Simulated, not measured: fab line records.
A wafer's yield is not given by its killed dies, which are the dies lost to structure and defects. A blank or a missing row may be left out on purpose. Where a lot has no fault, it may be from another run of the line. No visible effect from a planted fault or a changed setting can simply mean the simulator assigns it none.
A lot that was struck, set against a sound lot | flow sky130 | 17 out of 708 route steps
Sound: the wafers L896.1, L896.4, L896.5. Struck: wafers L907.3, L907.4, L907.6. The cause comes at the end.
Per side, at each step with rows, come the tool, then ch with its chambers, and then its first start. Under that, the readings that differ: sound wafers | struck wafers | difference of the means | sigmas: that difference in standard deviations of wafers without a fault.
alike: words and numbers the same on both sides, and readings whose means are apart by under 2 such deviations; not compared: readings that were withheld, readings missing a value for some wafer, numbers with overlapping values and no deviation given by the record, and bounds like >300 which may hide the same value.
Wherever a step has rows on one side only, a row that says differs or no value, or a row with sigmas, the two part there. Non-overlapping numbers with no deviation appear without sigmas and do not part them. Lack of a reading on every wafer of one side parts them only where that side has two or more wafers.

first, 9 steps without rows for these wafers: SKY_CAP2M_CLEAN_17 (cleans in O3/DIW); SKY_METAL4_DEHYDRATE_05 (time 60 s); SKY_METAL4_HMDS_06 (prime time 60 s); SKY_METAL4_COAT_07 (resist thk 60 nm); SKY_METAL4_COAT_08 (resist thk 1140 nm); SKY_METAL4_SOFTBAKE_09 (time 90 s); SKY_METAL4_EXPOSE_10 (exposes mask MM4, target cd 300 nm); SKY_METAL4_PEB_11; SKY_METAL4_DEVELOP_12 (develop time 60 s).
SKY_METAL4_CD_MEAS_13 targets a cd of 300 nm.
  sound: cd-sem-02 at day 43 14:40; struck: cd-sem-02 at day 46 02:00
  alike: cd-nm
SKY_METAL4_OVL_MEAS_14:
  sound: overlay-02 at day 43 14:47; struck: overlay-02 at day 46 02:05
  alike: METAL4_OVL
SKY_METAL4_DESCUM_15: chemistry O2, time 8 s.
  sound on rie-metal-01 ch 1, day 43 14:49; struck on rie-metal-01 ch 0,1, day 46 02:07
  alike: drypump-motor-current-A, he-backside-leak-sccm, oes-product-au, temp-c
  not compared: rf-hours-counter-h
SKY_METAL4_ETCH_16: etches BARC in N2/H2, stops on SiO2, time 88.2 s, target depth 60 nm.
  sound on rie-metal-01 ch 1, day 43 14:51; struck on rie-metal-01 ch 0,1, day 46 02:11
  no value came back on the struck wafers for any of 7 readings (bias-w (W), chamber-pressure-mTorr (mTorr) and others); on the sound wafers bias-w (W) reads 99.9 100.3 99.9
  reading                                       | sound          | struck         | difference | sigmas
  model.KrF-thick_of_METAL4_COAT_08.thk-nm (nm) | 1075 1075 1076 | 1124 1124 1121 | +48        |
  not compared: rf-hours-counter-h
SKY_METAL4_ETCH_17: etches SiO2 in C4F8/O2/Ar, stops on TiN, time 3.9 s, target depth 15 nm.
  sound on rie-diel-04 ch 0,1, day 43 14:57; struck on rie-diel-03 ch 0,1,2, day 46 02:14
  reading               | sound             | struck            | difference | sigmas
  oes-product-au (a.u.) | 0.755 0.755 0.766 | 0.375 0.377 0.372 | -0.384     | -46
  alike: bias-w, chamber-pressure-mTorr
SKY_METAL4_METAL_ETCH_18: etches the open film in Cl2/BCl3, stops on SiO2, target depth 845 nm, time 183.1 s.
  sound on rie-metal-02 ch 0,1, day 43 14:58; struck on rie-metal-03 ch 0, day 46 02:23
  reading                                       | sound             | struck            | difference | sigmas
  oes-product-au (a.u.)                         | 0.860 0.873 0.854 | 0.372 0.374 0.368 | -0.491     | -58
  model.KrF-thick_of_METAL4_COAT_08.thk-nm (nm) | 530.7 521.5 530.8 | 571.8 573.8 574.1 | +45.6      |
  alike: bcl3-flow-sccm, bias-w, drypump-motor-current-A, he-backside-leak-sccm, throttle-valve-pct
  not compared: rf-hours-counter-h
SKY_METAL4_STRIP_19: strips in O2/N2.
  sound on plasma-asher-04 ch 0,1, day 43 15:09; struck on plasma-asher-02 ch 0,1, day 46 02:39
  reading                      | sound             | struck            | difference | sigmas
  oes-product-au (a.u.)        | 0.497 0.496 0.508 | 0.525 0.516 0.525 | +0.022     | +4
  strip-time-to-endpoint-s (s) | 6.55 6.48 6.57    | 6.99 7.01 6.99    | +0.46      | +6
  alike: drypump-motor-current-A, n2-flow-sccm
  not compared: rf-hours-counter-h
then, 1 step without rows for these wafers: SKY_METAL4_STRIP_20 (strips in post etch residue remover, time 1200 s).

== WHERE THEY PART ==
Earliest at SKY_METAL4_ETCH_16; latest, in this record, at SKY_METAL4_STRIP_19.

WHY: what the simulator had put in
Skipped step whole: rie-metal-01, from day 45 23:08 on, at SKY_METAL4_ETCH_16. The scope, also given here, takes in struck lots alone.
